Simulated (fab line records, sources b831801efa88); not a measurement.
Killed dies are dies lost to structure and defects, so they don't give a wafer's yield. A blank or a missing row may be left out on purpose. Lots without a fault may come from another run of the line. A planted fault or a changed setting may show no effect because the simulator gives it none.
fab line records | flow sky130
record lots=11 wafers=33 last_day=50
route steps=708 shown VIA2@529 METAL3@533 CAPM@537 PAD_OPEN@708
lots that met no fault: from a run of the same line without faults
start_h: hours from the record's first day to the start of the lot's first wafer shown | wait_h: hours since the lot's step before | " the same as in the row above | L1.1+2: a row that stands for several wafers | - no value, or no start given | * or withheld: withheld | < > ~ a bound
route shown NAME@n: a module of which the file shows steps, and the number in the route of the first | usual: mean/standard deviation of fault-free wafers | same: alike in all rows | chamber/n: place in a boat | sites: the reading at each site | _std_site: their standard deviation | _edge_site: outer sites' mean less inner sites' | radius_mm: how far each site lies from the wafer's centre | mask NAME#n: copy n | behind: the tool/chamber that last shaped the wafer | hold: why the lot was held/for how many hours/how that ended | device: the transistor (n, p or np) that didn't switch | end of line: the same wafers' tests at the end of the route | a step without rows: its recipe alone | killed: dies lost to structure and defects at the first sort, not the wafer's yield | map: a wafer's dies, x killed, . not, _ none there
set.NAME: the setting as run; set.NAME@STEP: as run at that earlier step | model.NAME: the simulator's own value behind a step, which no gauge read
steps of the route over a sample of lots; a table a step, a row a wafer
services: from which hour (start_h, from the record's first day; less than 0 if before it) a tool's chamber was out of use, for how many hours, and why
## steps
# step SKY_VIA2_RS_MEAS_22
# recipe thk_meas_gauge=four-point-probe reads=W_of_VIA2_CVD_21+TiN_of_VIA2_SPUTTER_20
# usual VIA2_W_RS=0.2725/0.0028
# columns lot.wafer tool chamber start_h wait_h VIA2_W_RS[ohm/sq]
L509.2 film_metro-03 - 852.14 0.1 0.2675
L509.3 " - " " 0.2683
L509.6 " - " " 0.2684
L508.1 film_metro-01 - 854.57 0.1 0.2657
L508.3 " - " " 0.2700
L508.6 " - " " 0.2667
L510.1 film_metro-03 - 865.17 0.1 0.2707
L510.3 " - " " 0.2718
L510.4 " - " " 0.2713
L513.3 film_metro-04 - 903.09 0.1 0.2752
L513.4 " - " " 0.2737
L513.6 " - " " 0.2734
L517.2 film_metro-03 - 918.11 0.1 0.2733
L517.5 " - " " 0.2722
L517.6 " - " " 0.2715
L521.1 film_metro-03 - 951.12 0.2 0.2780
L521.5 " - " " 0.2735
L521.6 " - " " 0.2744
L524.3 film_metro-01 - 967.24 0.1 0.2726
L524.4 " - " " 0.2736
L524.6 " - " " 0.2723
L526.3 film_metro-04 - 972.17 0.1 0.2727
L526.5 " - " " 0.2710
L526.6 " - " " 0.2714
L529.3 film_metro-03 - 998.78 0.1 0.2719
L529.5 " - " " 0.2700
L529.6 " - " " 0.2705
L530.1 film_metro-04 - 1004.77 0.1 0.2704
L530.3 " - " " 0.2726
L530.4 " - " " 0.2727
L531.1 film_metro-04 - 1010.51 0.1 0.2739
L531.3 " - " " 0.2772
L531.5 " - " " 0.2742
# step SKY_METAL3_SPUTTER_01
# recipe material=TiN target_thk_nm=20 power_w=6500 time_s=16.7 chamber_pressure_pa=0.4
# usual throttle_valve_pct=29.9/0.89
# columns lot.wafer tool chamber start_h wait_h throttle_valve_pct
L509.2 pvd_sputter-04 - 852.62 0.0 30.8
L509.3 " - " " 30.2
L509.6 " - " " 28.0
L508.1 pvd_sputter-04 - 855.07 0.0 31.1
L508.3 " - " " 28.4
L508.6 " - " " 30.7
L510.1 pvd_sputter-01 - 865.67 0.0 31.3
L510.3 " - " " 28.9
L510.4 " - " " 28.3
L513.3 pvd_sputter-01 - 903.55 0.0 31.0
L513.4 " - " " 29.1
L513.6 " - " " 28.8
L517.2 pvd_sputter-03 - 918.92 0.0 31.0
L517.5 " - " " 29.6
L517.6 " - " " 29.9
L521.1 pvd_sputter-03 - 951.62 0.0 29.6
L521.5 " - " " 29.1
L521.6 " - " " 29.8
L524.3 pvd_sputter-03 - 967.70 0.0 29.7
L524.4 " - " " 29.1
L524.6 " - " " 29.6
L526.3 pvd_sputter-03 - 972.84 0.0 31.0
L526.5 " - " " 28.9
L526.6 " - " " 30.0
L529.3 pvd_sputter-01 - 999.24 0.0 31.3
L529.5 " - " " 30.9
L529.6 " - " " 28.4
L530.1 pvd_sputter-03 - 1006.52 0.0 29.1
L530.3 " - " " 31.0
L530.4 " - " " 29.9
L531.1 pvd_sputter-04 - 1011.01 0.0 30.4
L531.3 " - " " 29.4
L531.5 " - " " 31.0
# step SKY_CAPM_CVD_00
# recipe material=SiO2 target_thk_nm=15.5 temp_c=400 time_s=withheld rf_w=450
# usual heater_power_w=767/95 rf_fwd_power_W=442.4/2.3
# columns lot.wafer tool chamber start_h wait_h heater_power_w rf_fwd_power_W
L509.2 pecvd-01 0 852.75 0.0 784 445.9
L509.3 " 2 " " 794 439.8
L509.6 " 1 " " 719 443.5
L508.1 pecvd-04 1 855.20 0.0 809 442.9
L508.3 " 2 " " 691 445.4
L508.6 " 1 " " 808 443.6
L510.1 pecvd-03 2 865.80 0.0 915 440.8
L510.3 " 0 " " 903 439.1
L510.4 " 2 " " 905 441.5
L513.3 pecvd-04 2 903.68 0.0 694 445.1
L513.4 " 1 " " 864 443.5
L513.6 " 2 " " 688 443.8
L517.2 pecvd-03 1 919.05 0.0 636 441.1
L517.5 " 0 " " 766 442.2
L517.6 " 1 " " 670 440.5
L521.1 pecvd-04 1 951.75 0.0 786 443.0
L521.5 " 1 " " 775 444.3
L521.6 " 2 " " 684 444.7
L524.3 pecvd-04 0 967.83 0.0 797 441.5
L524.4 " 1 " " 776 441.3
L524.6 " 0 " " 778 443.2
L526.3 pecvd-01 2 972.98 0.0 885 440.3
L526.5 " 1 " " 614 444.2
L526.6 " 2 " " 860 441.8
L529.3 pecvd-03 0 999.37 0.0 928 442.2
L529.5 " 2 " " 864 442.9
L529.6 " 1 " " 669 439.5
L530.1 pecvd-03 1 1006.65 0.0 672 441.1
L530.3 " 2 " " 946 440.3
L530.4 " 1 " " 676 438.1
L531.1 pecvd-04 2 1011.14 0.0 787 445.8
L531.3 " 0 " " 747 443.8
L531.5 " 2 " " 793 444.8
# step SKY_CAPM_THK_MEAS_01
# recipe reads=SiO2_of_CAPM_CVD_00
# usual CAPM_CVD_00_THK=15.51/0.2
# columns lot.wafer tool chamber start_h wait_h hold CAPM_CVD_00_THK[nm]
L509.2 film_metro-04 - 852.79 - - 15.37
L509.3 " - " " - 15.09
L509.6 " - " " - 15.57
L508.1 film_metro-03 - 855.22 - - 15.41
L508.3 " - " " - 15.43
L508.6 " - " " - 15.53
L510.1 film_metro-04 - 865.82 - - 15.51
L510.3 " - " " - 15.59
L510.4 " - " " - 15.98
L513.3 film_metro-03 - 903.72 - - 15.40
L513.4 " - " " - 15.56
L513.6 " - " " - 15.72
L517.2 film_metro-03 - 919.09 - - 15.46
L517.5 " - " " - 15.87
L517.6 " - " " - 15.65
L521.1 film_metro-04 - 951.77 - - 15.34
L521.5 " - " " - 15.69
L521.6 " - " " - 15.68
L524.3 film_metro-04 - 967.87 - - 15.39
L524.4 " - " " - 15.64
L524.6 " - " " - 15.70
L526.3 film_metro-02 - 973.02 - - 15.48
L526.5 " - " " - 16.11
L526.6 " - " " - 15.57
L529.3 film_metro-04 - 999.41 - await_dispo/0.2h/release 15.35
L529.5 " - " " await_dispo/0.2h/release 15.74
L529.6 " - " " await_dispo/0.2h/release 16.37
L529.3 film_metro-04 - 999.64 0.2 - 15.32
L529.5 " - " " - 15.77
L529.6 " - " " - 16.36
L530.1 film_metro-04 - 1006.67 - await_dispo/0.2h/release 16.25
L530.3 " - " " await_dispo/0.2h/release 15.27
L530.4 " - " " await_dispo/0.2h/release 16.34
L530.1 film_metro-04 - 1006.96 0.3 - 16.23
L530.3 " - " " - 15.27
L530.4 " - " " - 16.33
L531.1 film_metro-04 - 1011.17 - - 15.29
L531.3 " - " " - 15.93
L531.5 " - " " - 15.72
# step SKY_CAPM_OVL_MEAS_12
# usual CAPM_OVL=0.9/1.4
# columns lot.wafer tool chamber start_h wait_h CAPM_OVL[nm]
L509.2 overlay-02 - 878.36 0.1 -1.2
L509.3 " - " " -1.0
L509.6 " - " " -2.1
L508.1 overlay-02 - 880.79 0.1 0.2
L508.3 " - " " 0.1
L508.6 " - " " -0.4
L510.1 overlay-02 - 891.57 0.1 1.8
L510.3 " - " " 2.0
L510.4 " - " " 2.4
L513.3 overlay-02 - 928.88 0.1 2.9
L513.4 " - " " 2.1
L513.6 " - " " 3.0
L517.2 overlay-01 - 943.53 0.1 -1.4
L517.5 " - " " -0.7
L517.6 " - " " -1.1
L521.1 overlay-01 - 976.22 0.1 0.6
L521.5 " - " " 2.3
L521.6 " - " " 1.5
L524.3 overlay-01 - 991.92 0.1 1.6
L524.4 " - " " 2.4
L524.6 " - " " 1.5
L526.3 overlay-02 - 996.69 0.1 2.4
L526.5 " - " " 2.1
L526.6 " - " " 1.9
L529.3 overlay-01 - 1022.34 0.1 0.1
L529.5 " - " " 1.0
L529.6 " - " " 0.4
L530.1 overlay-02 - 1029.91 0.1 -0.7
L530.3 " - " " -0.7
L530.4 " - " " -2.6
L531.1 overlay-01 - 1034.42 0.1 -0.6
L531.3 " - " " -0.2
L531.5 " - " " 0.2
# step SKY_METAL3_ETCH_17
# recipe target=SiO2 stop_on=TiN chemistry=C4F8/O2/Ar source_w=1500 bias_w=1200 pressure_mtorr=40 c4f8_flow_sccm=withheld O2_flow_sccm=6 Ar_flow_sccm=300 time_s=3.9 target_depth_a=150
# usual oes_product_au=0.755/0.0063 rf_fwd_power_W=1471/7.6
# columns lot.wafer tool chamber start_h wait_h oes_product_au rf_fwd_power_W rf_hours_counter_h
L509.2 rie_diel-01 2 904.99 0.1 0.750 1458 7
L509.3 " 1 " " 0.749 1480 4
L509.6 " 1 " " 0.757 1479 -
L508.1 rie_diel-02 3 907.54 0.1 0.752 1475 23
L508.3 " 0 " " 0.759 1473 10
L508.6 " 3 " " 0.755 1468 -
L510.1 rie_diel-04 0 917.53 0.1 0.755 1478 9
L510.3 " 3 " " 0.748 1485 21
L510.4 " 1 " " 0.767 1464 21
L513.3 rie_diel-04 2 953.87 0.0 0.755 1462 5
L513.4 " 3 " " 0.753 1482 22
L513.6 " 2 " " 0.760 1459 -
L517.2 rie_diel-02 1 968.30 0.1 0.758 1466 4
L517.5 " 0 " " 0.772 1465 -
L517.6 " 3 " " 0.759 1467 -
L521.1 rie_diel-02 0 1000.77 0.1 0.744 1464 13
L521.5 " 2 " " 0.765 1478 -
L521.6 " 3 " " 0.751 1475 -
L524.3 rie_diel-04 2 1014.92 0.1 0.752 1460 7
L524.4 " 2 " " 0.754 1467 -
L524.6 " 1 " " 0.762 1464 -
L526.3 rie_diel-02 3 1020.67 0.1 0.747 1472 26
L526.5 " 1 " " 0.766 1465 -
L526.6 " 0 " " 0.757 1469 -
L529.3 rie_diel-02 1 1045.10 0.0 0.747 1465 6
L529.5 " 0 " " 0.758 1465 -
L529.6 " 3 " " 0.776 1475 -
L530.1 rie_diel-04 2 1052.60 0.1 0.772 1466 9
L530.3 " 3 " " 0.750 1481 25
L530.4 " 0 " " 0.776 1479 13
L531.1 rie_diel-02 1 1056.29 0.1 0.736 1468 7
L531.3 " 2 " " 0.768 1471 16
L531.5 " 2 " " 0.759 1470 -
# step SKY_PAD_OPEN_PROBE_99
# usual defect_limited_yield=82.4/2.2 killed_at_M0_to_M3=44/6.8 killed_at_M4_up=3.1/1.9 killed_at_contacts=25/5.9 killed_at_front_end=15/4.3 killed_at_other=0.2/0.51 killed_dies=87/11 killed_open=47/7.9 killed_short=39/6.4 sort_bin_3_pad_short=0.9/0.44 sort_bin_5_function=10.3/1.5 sort_bin_6_memory=6.4/1.4 sort_n_pass=405/11 sort_yield_pct=82.4/2.2
# same gross_dies=492 killed_at_back_side=0 sort_bin_4_leakage[%]=0 sort_bin_8_speed[%]=0
# columns lot.wafer tool chamber start_h wait_h defect_limited_yield[%] killed_at_M0_to_M3 killed_at_M4_up killed_at_contacts killed_at_front_end killed_at_other killed_dies killed_open killed_short sort_bin_3_pad_short[%] sort_bin_5_function[%] sort_bin_6_memory[%] sort_n_pass sort_yield_pct[%]
L509.2 prober-01 - 1077.28 0.1 80.3 47 2 35 13 0 97 51 46 1.8 11.8 6.1 395 80.3
L509.3 prober-01 - 1077.33 0.2 80.9 47 3 25 19 0 94 46 48 1.6 10.6 6.9 398 80.9
L509.6 prober-01 - 1077.48 0.2 81.5 44 1 31 15 0 91 58 33 1.2 10.4 6.9 401 81.5
L508.1 prober-02 - 1081.33 0.1 80.5 52 1 19 24 0 96 47 49 1.6 13.0 4.9 396 80.5
L508.3 prober-02 - 1081.43 0.2 81.7 37 5 28 20 0 90 51 39 1.4 10.6 6.3 402 81.7
L508.6 prober-02 - 1081.58 0.2 81.9 50 2 21 13 3 89 50 39 0.4 10.8 6.9 403 81.9
L510.1 prober-01 - 1095.42 0.1 82.9 45 2 22 15 0 84 45 39 0.2 11.6 5.3 408 82.9
L510.3 prober-01 - 1095.52 0.2 79.3 53 3 34 10 2 102 57 45 0.6 14.6 5.5 390 79.3
L510.4 prober-01 - 1095.57 0.2 85.2 47 1 13 12 0 73 43 30 0.4 8.5 5.9 419 85.2
L513.3 prober-01 - 1121.37 0.2 80.1 52 3 29 14 0 98 51 47 0.6 12.6 6.7 394 80.1
L513.4 prober-01 - 1121.42 0.2 82.5 38 3 28 17 0 86 53 33 1.4 10.8 5.3 406 82.5
L513.6 prober-01 - 1121.52 0.2 84.1 40 5 22 11 0 78 44 34 0.2 8.9 6.7 414 84.1
L517.2 prober-02 - 1128.40 0.1 85.4 38 1 19 14 0 72 34 38 0.8 7.7 6.1 420 85.4
L517.5 prober-02 - 1128.55 0.2 83.3 52 3 16 11 0 82 47 35 0.2 10.2 6.3 410 83.3
L517.6 prober-02 - 1128.60 0.2 83.3 50 1 20 11 0 82 54 28 0.6 8.7 7.3 410 83.3
L521.1 prober-02 - 1160.15 0.1 84.8 38 6 22 9 0 75 42 33 1.0 8.1 6.1 417 84.8
L521.5 prober-02 - 1160.35 0.2 82.1 43 3 26 15 1 88 48 40 0.8 9.1 7.9 404 82.1
L521.6 prober-02 - 1160.40 0.2 82.7 38 0 41 6 0 85 51 34 0.6 10.2 6.5 407 82.7
L524.3 prober-01 - 1165.15 0.2 81.3 46 6 27 13 0 92 38 54 0.8 8.5 9.3 400 81.3
L524.4 prober-01 - 1165.20 0.2 79.7 50 3 33 14 0 100 58 42 1.2 12.0 7.1 392 79.7
L524.6 prober-01 - 1165.30 0.2 81.7 46 5 28 11 0 90 55 35 1.0 11.0 6.3 402 81.7
L526.3 prober-01 - 1169.04 0.2 78.0 60 2 26 19 1 108 56 52 1.6 13.0 7.3 384 78.0
L526.5 prober-01 - 1169.14 0.2 87.2 29 1 22 10 1 63 36 27 0.4 9.6 2.8 429 87.2
L526.6 prober-01 - 1169.19 0.2 79.7 49 6 27 18 0 100 50 50 1.2 12.6 6.5 392 79.7
L529.3 prober-02 - 1187.87 0.2 78.9 46 3 34 21 0 104 62 42 1.0 14.4 5.7 388 78.9
L529.5 prober-02 - 1187.97 0.2 82.3 48 4 22 13 0 87 48 39 1.0 10.2 6.5 405 82.3
L529.6 prober-02 - 1188.02 0.2 80.9 48 3 25 18 0 94 46 48 1.6 10.4 7.1 398 80.9
L530.1 prober-01 - 1196.48 0.1 83.3 39 4 22 17 0 82 39 43 0.8 10.6 5.3 410 83.3
L530.3 prober-01 - 1196.58 0.2 81.7 44 7 19 20 0 90 51 39 0.4 11.0 6.9 402 81.7
L530.4 prober-01 - 1196.63 0.2 84.6 40 0 23 13 0 76 40 36 0.6 9.8 5.1 416 84.6
L531.1 prober-02 - 1200.54 0.1 77.2 61 3 35 13 0 112 67 45 0.8 13.8 8.1 380 77.2
L531.3 prober-02 - 1200.64 0.2 80.9 52 1 23 18 0 94 56 38 1.2 10.2 7.7 398 80.9
L531.5 prober-02 - 1200.74 0.2 82.5 49 4 19 14 0 86 48 38 1.2 8.9 7.3 406 82.5
# killed by level:class
L509.2 CONTACT:geometric_particle:open=11 LI_CONTACT:geometric_particle:open=9 VIA3:geometric_particle:open=8 METAL2:geometric_particle:short=7 CONTACT:geometric_particle:short=6 VIA1:geometric_particle:open=6 VIA2:geometric_particle:open=6 POLY_GATE:geometric_particle:short=5
L509.3 CONTACT:geometric_particle:open=10 VIA1:geometric_particle:short=8 VIA1:geometric_particle:open=8 VIA2:geometric_particle:open=7 POLY_GATE:geometric_particle:short=7 VIA3:geometric_particle:open=6 VIA3:geometric_particle:short=6 POLY_GATE:geometric_particle:open=4
L509.6 VIA1:geometric_particle:open=13 CONTACT:geometric_particle:open=13 VIA3:geometric_particle:open=8 CONTACT:geometric_particle:short=7 VIA1:geometric_particle:short=7 LI_CONTACT:geometric_particle:open=6 FIELD_ISO:geometric_particle:open=5 VIA2:geometric_particle:open=5
L508.1 VIA1:geometric_particle:open=12 FIELD_ISO:geometric_particle:short=9 METAL1:geometric_particle:short=9 CONTACT:geometric_particle:open=8 VIA2:geometric_particle:open=8 FIELD_ISO:geometric_particle:open=7 LI_CONTACT:geometric_particle:open=6 VIA1:geometric_particle:short=6
L508.3 CONTACT:geometric_particle:open=9 VIA1:geometric_particle:open=8 LI_CONTACT:geometric_particle:open=7 FIELD_ISO:geometric_particle:short=5 POLY_GATE:geometric_particle:open=5 LI_CONTACT:geometric_particle:short=5 VIA2:geometric_particle:open=5 METAL1:geometric_particle:short=5
L508.6 VIA1:geometric_particle:open=15 CONTACT:geometric_particle:open=9 METAL1:geometric_particle:short=7 VIA1:geometric_particle:short=7 FIELD_ISO:geometric_particle:short=6 VIA2:geometric_particle:open=6 LI_CONTACT:geometric_particle:open=6 VIA3:geometric_particle:open=5
L510.1 VIA1:geometric_particle:open=18 LI_CONTACT:geometric_particle:open=7 POLY_GATE:geometric_particle:short=6 CONTACT:geometric_particle:open=5 METAL1:geometric_particle:short=5 METAL2:geometric_particle:short=5 LI_CONTACT:geometric_particle:short=4 VIA2:geometric_particle:open=4
L510.3 CONTACT:geometric_particle:open=15 VIA3:geometric_particle:open=14 VIA1:geometric_particle:open=11 CONTACT:geometric_particle:short=6 METAL1:geometric_particle:short=6 VIA3:geometric_particle:short=6 LI_CONTACT:geometric_particle:short=5 LI_CONTACT:geometric_particle:open=4
L510.4 VIA3:geometric_particle:open=15 VIA1:geometric_particle:open=10 FIELD_ISO:geometric_particle:short=7 METAL2:geometric_particle:short=5 VIA2:geometric_particle:open=5 LI_CONTACT:geometric_particle:short=4 CONTACT:geometric_particle:open=4 METAL1:geometric_particle:short=4
L513.3 CONTACT:geometric_particle:open=12 VIA1:geometric_particle:open=12 VIA2:geometric_particle:open=9 VIA1:geometric_particle:short=8 METAL1:geometric_particle:short=6 CONTACT:geometric_particle:short=5 METAL2:geometric_particle:short=5 VIA3:geometric_particle:short=5
L513.4 CONTACT:geometric_particle:open=11 VIA1:geometric_particle:open=11 LI_CONTACT:geometric_particle:open=8 METAL2:geometric_particle:short=7 VIA3:geometric_particle:open=7 FIELD_ISO:geometric_particle:short=6 CONTACT:geometric_particle:short=5 VIA2:geometric_particle:open=4
L513.6 CONTACT:geometric_particle:open=13 VIA1:geometric_particle:open=8 METAL1:geometric_particle:short=6 POLY_GATE:geometric_particle:open=6 VIA3:geometric_particle:short=6 VIA2:geometric_particle:open=4 VIA3:geometric_particle:open=4 VIA1:geometric_particle:short=4
L517.2 VIA2:geometric_particle:open=8 CONTACT:geometric_particle:open=7 METAL1:geometric_particle:short=7 VIA1:geometric_particle:short=6 POLY_GATE:geometric_particle:open=5 POLY_GATE:geometric_particle:short=5 CONTACT:geometric_particle:short=5 VIA1:geometric_particle:open=5
L517.5 VIA1:geometric_particle:open=14 VIA2:geometric_particle:open=10 LI_CONTACT:geometric_particle:open=5 CONTACT:geometric_particle:open=5 CONTACT:geometric_particle:short=5 METAL2:geometric_particle:short=5 METAL1:geometric_particle:short=4 VIA1:geometric_particle:short=4
L517.6 VIA1:geometric_particle:open=14 VIA2:geometric_particle:open=10 CONTACT:geometric_particle:open=9 METAL1:geometric_particle:short=8 LI_CONTACT:geometric_particle:open=7 VIA3:geometric_particle:open=6 FIELD_ISO:geometric_particle:open=4 VIA2:geometric_particle:short=4
L521.1 VIA1:geometric_particle:open=10 LI_CONTACT:geometric_particle:open=8 CONTACT:geometric_particle:short=6 VIA2:geometric_particle:open=6 CONTACT:geometric_particle:open=5 METAL1:geometric_particle:short=5 METAL4:geometric_particle:short=5 VIA2:geometric_particle:short=4
L521.5 VIA1:geometric_particle:open=15 CONTACT:geometric_particle:open=9 CONTACT:geometric_particle:short=6 VIA2:geometric_particle:open=6 LI_CONTACT:geometric_particle:open=5 METAL2:geometric_particle:short=5 VIA1:geometric_particle:short=5 POLY_GATE:geometric_particle:short=4
L521.6 CONTACT:geometric_particle:open=19 VIA3:geometric_particle:open=9 LI_CONTACT:geometric_particle:short=8 VIA2:geometric_particle:open=8 LI_CONTACT:geometric_particle:open=7 VIA1:geometric_particle:short=6 CONTACT:geometric_particle:short=5 VIA1:geometric_particle:open=5
L524.3 LOCAL_INTERCONNECT:geometric_particle:short=9 METAL1:geometric_particle:short=9 CONTACT:geometric_particle:open=8 VIA3:geometric_particle:short=8 LI_CONTACT:geometric_particle:open=6 VIA1:geometric_particle:open=6 VIA2:geometric_particle:open=5 METAL2:geometric_particle:short=5
L524.4 VIA1:geometric_particle:open=16 CONTACT:geometric_particle:open=12 LI_CONTACT:geometric_particle:open=9 VIA2:geometric_particle:open=9 LOCAL_INTERCONNECT:geometric_particle:short=5 VIA1:geometric_particle:short=5 CONTACT:geometric_particle:short=4 FIELD_ISO:geometric_particle:short=4
L524.6 VIA2:geometric_particle:open=11 CONTACT:geometric_particle:open=10 VIA3:geometric_particle:open=9 VIA1:geometric_particle:open=8 CONTACT:geometric_particle:short=6 FIELD_ISO:geometric_particle:open=5 LI_CONTACT:geometric_particle:open=5 LOCAL_INTERCONNECT:geometric_particle:short=5
L526.3 VIA2:geometric_particle:open=13 VIA1:geometric_particle:open=11 CONTACT:geometric_particle:open=11 METAL2:geometric_particle:short=9 CONTACT:geometric_particle:short=7 POLY_GATE:geometric_particle:short=6 VIA3:geometric_particle:open=6 FIELD_ISO:geometric_particle:open=5
L526.5 LI_CONTACT:geometric_particle:open=7 CONTACT:geometric_particle:open=7 VIA1:geometric_particle:open=7 VIA2:geometric_particle:open=6 LOCAL_INTERCONNECT:geometric_particle:short=4 METAL1:geometric_particle:short=4 CONTACT:geometric_particle:short=3 VIA2:geometric_particle:short=3
L526.6 VIA1:geometric_particle:open=12 CONTACT:geometric_particle:open=10 METAL1:geometric_particle:short=9 LI_CONTACT:geometric_particle:open=8 CONTACT:geometric_particle:short=6 VIA3:geometric_particle:short=6 METAL2:geometric_particle:short=5 METAL4:geometric_particle:short=5
L529.3 CONTACT:geometric_particle:open=14 VIA1:geometric_particle:open=13 LI_CONTACT:geometric_particle:open=8 FIELD_ISO:geometric_particle:short=7 CONTACT:geometric_particle:short=6 VIA1:geometric_particle:short=6 VIA3:geometric_particle:open=6 METAL1:geometric_particle:short=5
L529.5 VIA1:geometric_particle:open=14 LI_CONTACT:geometric_particle:open=9 VIA2:geometric_particle:open=8 VIA1:geometric_particle:short=6 CONTACT:geometric_particle:open=6 FIELD_ISO:geometric_particle:short=4 METAL3:geometric_particle:short=4 CONTACT:geometric_particle:short=4
L529.6 LI_CONTACT:geometric_particle:open=10 METAL2:geometric_particle:short=9 POLY_GATE:geometric_particle:short=7 VIA1:geometric_particle:open=6 CONTACT:geometric_particle:open=6 METAL2:geometric_particle:open=6 FIELD_ISO:geometric_particle:open=5 VIA2:geometric_particle:open=5
L530.1 CONTACT:geometric_particle:open=11 FIELD_ISO:geometric_particle:short=5 VIA2:geometric_particle:open=5 POLY_GATE:geometric_particle:short=5 METAL1:geometric_particle:short=5 VIA1:geometric_particle:open=5 VIA1:geometric_particle:short=4 LI_CONTACT:geometric_particle:open=4
L530.3 VIA1:geometric_particle:open=11 VIA1:geometric_particle:short=8 FIELD_ISO:geometric_particle:open=6 VIA3:geometric_particle:open=6 POLY_GATE:geometric_particle:open=5 LI_CONTACT:geometric_particle:open=5 CONTACT:geometric_particle:short=5 POLY_GATE:geometric_particle:short=4
L530.4 CONTACT:geometric_particle:open=10 METAL2:geometric_particle:short=8 VIA3:geometric_particle:open=7 METAL1:geometric_particle:short=6 VIA3:geometric_particle:short=6 VIA1:geometric_particle:open=5 VIA2:geometric_particle:open=4 LI_CONTACT:geometric_particle:open=4
L531.1 CONTACT:geometric_particle:open=13 VIA2:geometric_particle:open=12 METAL1:geometric_particle:short=10 VIA1:geometric_particle:open=10 VIA3:geometric_particle:open=10 CONTACT:geometric_particle:short=9 VIA1:geometric_particle:short=7 POLY_GATE:geometric_particle:open=6
L531.3 VIA1:geometric_particle:open=16 VIA2:geometric_particle:open=10 LI_CONTACT:geometric_particle:open=9 VIA1:geometric_particle:short=8 METAL2:geometric_particle:short=7 FIELD_ISO:geometric_particle:open=6 CONTACT:geometric_particle:open=6 POLY_GATE:geometric_particle:short=4
L531.5 VIA2:geometric_particle:open=12 CONTACT:geometric_particle:open=9 VIA1:geometric_particle:short=7 VIA3:geometric_particle:open=6 FIELD_ISO:geometric_particle:short=5 METAL1:geometric_particle:short=5 VIA1:geometric_particle:open=5 FIELD_ISO:geometric_particle:open=4
## services
# columns tool chamber start_h hours kind
pvd_sputter-04 - 838.04 3.4 repair
rie_diel-04 0 841.93 2.9 repair
rie_diel-04 - 848.53 14.6 pm
rie_diel-02 2 857.99 24.4 repair
rie_diel-04 3 873.83 12.1 repair
rie_diel-04 0 888.55 6.7 repair
pecvd-03 2 895.15 7.0 repair
pecvd-01 0 898.33 6.6 repair
rie_diel-02 - 916.29 2.8 pm
pecvd-03 2 925.04 3.7 repair
rie_diel-01 2 929.68 12.2 repair
pecvd-01 - 947.78 5.5 pm
rie_diel-04 0 972.13 7.2 repair
pecvd-04 - 976.46 6.0 pm
pvd_sputter-01 - 980.41 4.4 repair
pvd_sputter-04 - 986.82 2.7 repair
pecvd-03 0 992.30 4.5 repair
rie_diel-04 3 1011.96 5.6 repair
pecvd-01 2 1019.90 15.8 repair
pecvd-04 2 1023.42 11.3 repair
rie_diel-04 - 1036.67 2.8 pm
pecvd-01 2 1039.89 2.6 repair
pvd_sputter-03 - 1045.19 3.9 repair
rie_diel-02 3 1047.19 6.6 repair
## key
first_sign step=SKY_CAPM_THK_MEAS_01 reading=visit direction=added
effect step=SKY_CAPM_THK_MEAS_01 reading=CAPM_CVD_00_THK direction=up sigmas=4.1 usual=15.51 struck=16.32
effect step=SKY_METAL3_ETCH_17 reading=oes_product_au direction=up sigmas=3.2 usual=0.755 struck=0.775
met_at SKY_CAPM_CVD_00
struck_lots L529,L530
struck_wafers L529.6,L530.1,L530.4
not_acting_at SKY_VIA2_RS_MEAS_22,SKY_METAL3_SPUTTER_01,SKY_CAPM_OVL_MEAS_12
onset_between 919.05 999.37
fault kind=process_parameter_drift tool=pecvd-03 chamber=1 onset_h=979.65 steps=SKY_CAPM_CVD_00 channel=time_s offset=withheld shape=step end_h=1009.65 acts_in=*
